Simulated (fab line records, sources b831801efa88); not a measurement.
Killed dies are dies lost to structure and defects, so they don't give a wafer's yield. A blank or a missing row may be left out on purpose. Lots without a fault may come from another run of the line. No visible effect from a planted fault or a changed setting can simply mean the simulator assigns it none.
Matching of chambers + flow gf180mcu + GF_SAB_CVD_00 on pecvd-02: 3 sister chambers
The step deposits SiO2 from TEOS, target thk 50 nm, time 4.9302 s. 6 wafers are shown with their chamber, then 7 later ones without.

## WAFERS WITH THEIR CHAMBER
| wafer  | chamber | heater_power_w (W) |
|--------|---------|--------------------|
| L657.2 | 1       | 700                |
| L657.6 | 0       | 552                |
| L658.2 | 2       | 519                |
| L658.5 | 1       | 619                |
| L658.6 | 2       | 533                |
| L659.1 | 0       | 557                |

## WAFERS WHOSE CHAMBER IS MISSING
| wafer  | heater_power_w (W) |
|--------|--------------------|
| L659.3 | 551                |
| L659.5 | 551                |
| L661.1 | 532                |
| L661.2 | 583                |
| L661.3 | 716                |
| L662.1 | 650                |
| L662.5 | 640                |

## THE CHAMBER EACH PASSED THROUGH
| wafer  | from the rows above          | in truth                   |
|--------|------------------------------|----------------------------|
| L659.3 | can't be placed: 0 or 2      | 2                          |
| L659.5 | can't be placed: 0 or 2      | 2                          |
| L661.1 | can't be placed: 2 or 0      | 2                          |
| L661.2 | can't be placed: 0 or 2 or 1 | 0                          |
| L661.3 | 1                            | 1                          |
| L662.1 | 1                            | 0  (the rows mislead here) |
| L662.5 | can't be placed: 1 or 0      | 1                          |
Correct placement for 1 of the 7. Can't be placed from these rows: 5 (the true chamber is among the candidates in 5). 1 placed wrongly.
How it was worked out, from the rows above alone: a wafer's distance from a chamber is the root of the sum, over the readings, of the square of ((its reading less the chamber's mean) divided by the reading's scatter). The wafer belongs to the nearest chamber; if the next one is less than 2 further off, it can't be placed. For every chamber, the mean is computed from those of its wafers that are shown. The scatter: take each reading less its chamber's mean, square it, sum over the shown wafers, divide by the number of wafers less the number of chambers, and take the root.
